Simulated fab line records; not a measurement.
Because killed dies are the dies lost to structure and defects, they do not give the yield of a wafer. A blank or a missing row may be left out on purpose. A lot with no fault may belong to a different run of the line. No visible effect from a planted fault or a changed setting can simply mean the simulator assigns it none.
Which tool is to blame?	flow sky130	Sampling: 15 lots, 45 wafers, 3 of 708 route steps

## WHAT THE GAUGES READ, wafer by wafer
SKY_LOCAL_INTERCONNECT_CD_MEAS_11: target cd 170 nm.
lot	measured	on	cd nm (nm)
L808	day 30 04:49	cd sem-01	167.8 167.6 169.4
L809	day 30 21:55	cd sem-01	171.1 170.5 171.4
L810	day 31 04:25	cd sem-01	167.2 166.0 167.3
L811	day 32 06:04	cd sem-01	168.8 169.0 168.9
L814	day 32 17:10	cd sem-01	173.4 171.4 172.5
L815	day 32 21:37	cd sem-01	168.5 169.8 168.2
L816	day 33 03:08	cd sem-01	168.2 170.0 169.5
L817	day 33 09:58	cd sem-02	169.3 170.3 171.0
L818	day 33 18:37	cd sem-01	171.9 171.5 171.7
L819	day 34 05:30	cd sem-02	171.1 170.1 169.3
L821	day 34 18:43	cd sem-01	172.5 171.2 170.9
L826	day 36 01:04	cd sem-01	168.4 170.5 170.8

SKY_LOCAL_INTERCONNECT_OVL_MEAS_12.
lot	measured	on	LOCAL_INTERCONNECT_OVL (nm)
L808	day 30 04:56	overlay-02	4 2 0
L809	day 30 22:02	overlay-02	-8 0 0
L810	day 31 04:32	overlay-02	-6 0 2
L811	day 32 06:11	overlay-02	-6 -2 0
L814	day 32 17:17	overlay-02	-9 -4 -1
L815	day 32 21:44	overlay-01	-8 -11 -12
L816	day 33 03:14	overlay-02	-6 -5 -1
L817	day 33 10:05	overlay-02	-11 -10 -10
L818	day 33 18:44	overlay-02	3 5 -3
L819	day 34 05:35	overlay-02	-5 -1 -9
L821	day 34 18:50	overlay-01	-6 6 -6
L826	day 36 01:11	overlay-02	1 -4 -1

## EACH LOT AND THE TOOL THAT RAN IT (in order: tool; ch and the chambers of the sampled wafers; start)
lot	SKY_POLY_GATE_OXIDATION_20
L808	furnace-02 ch 0, day 16 07:56
L809	furnace-01 ch 0, day 17 00:38
L810	furnace-02 ch 0, day 17 05:05
L811	furnace-01 ch 0, day 18 10:07
L814	furnace-01 ch 0, day 18 22:57
L815	furnace-02 ch 0, day 19 04:26
L816	furnace-01 ch 0, day 19 11:16
L817	furnace-02 ch 0, day 19 19:10
L818	furnace-01 ch 0, day 20 04:35
L819	furnace-02 ch 0, day 20 19:26
L821	furnace-01 ch 0, day 21 07:46
L822	furnace-01, day 21 12:22
L823	furnace-01, day 22 01:23
L824	furnace-01, day 22 08:24
L826	furnace-01 ch 0, day 22 18:31
- SKY_POLY_GATE_OXIDATION_20: stabilise 600 s, purge 300 s, target thk 4 nm.

## WHAT THE TOOLS THEMSELVES READ (means of the sampled wafers that have a number; where no wafer has one, the mark that the record gives instead)
SKY_POLY_GATE_OXIDATION_20.
lot	tool	ox temp c (C)	ox temp c max	spike tc top C (C)	zone power top pct (%)	zone power upper pct (%)
L808	furnace-02	850.6	856.2	858	33.9	14.8
L809	furnace-01	850.1	854.0	865	28.7	16.6
L810	furnace-02	850.1	855.4	858	33.7	14.6
L811	furnace-01	849.9	853.9	864	28.3	16.6
L814	furnace-01	850.3	854.3	865	28.3	16.6
L815	furnace-02	850.6	856.4	858	33.4	14.7
L816	furnace-01	850.4	854.3	864	28.4	16.5
L817	furnace-02	850.2	855.5	857	33.8	14.7
L818	furnace-01	849.7	853.2	865	28.3	16.4
L819	furnace-02	850.1	855.7	858	33.7	14.6
L821	furnace-01	850.4	854.6	864	28.5	16.7
L822	furnace-01	-	-	-	-	-
L823	furnace-01	-	-	-	-	-
L824	furnace-01	-	-	-	-	-
L826	furnace-01	850.1	853.7	866	28.2	16.6

## THE ANSWER, worked out from the rows above alone
Rule: what is usual is taken from the lots themselves. Put in order of their means at a reading, lots are off if they are a third of the lots or fewer, leave a main group of 4 or more, and stand apart from it by a gap of 3 or more times the standard deviation of the main group's means; of several such gaps the widest counts. Not used: any main group whose means are identical at the precision the tables above print for the reading. Also off: a lot with no number at a reading for which 4 or more lots have one. All remaining lots with rows at the step are treated as sound. The gauges are gone through in route order, then the tools' own readings, and for those a lot's mean is taken as printed above. At the first step where some lot is off, the reading lying furthest off is the one used; lots without a number count as furthest.
Off, at SKY_POLY_GATE_OXIDATION_20 on ox temp c: L822, L823, L824. Without a number there: L822, L823, L824. The main group has a mean of 850.2 C with a standard deviation of 0.26.
If a tool, at that step or one of the process steps before it, ran each lot that is off and ran no sound lot following the first of them, it fits. Not one of the candidates tried fits.

## WHAT HAD BEEN PUT IN BY THE SIMULATOR
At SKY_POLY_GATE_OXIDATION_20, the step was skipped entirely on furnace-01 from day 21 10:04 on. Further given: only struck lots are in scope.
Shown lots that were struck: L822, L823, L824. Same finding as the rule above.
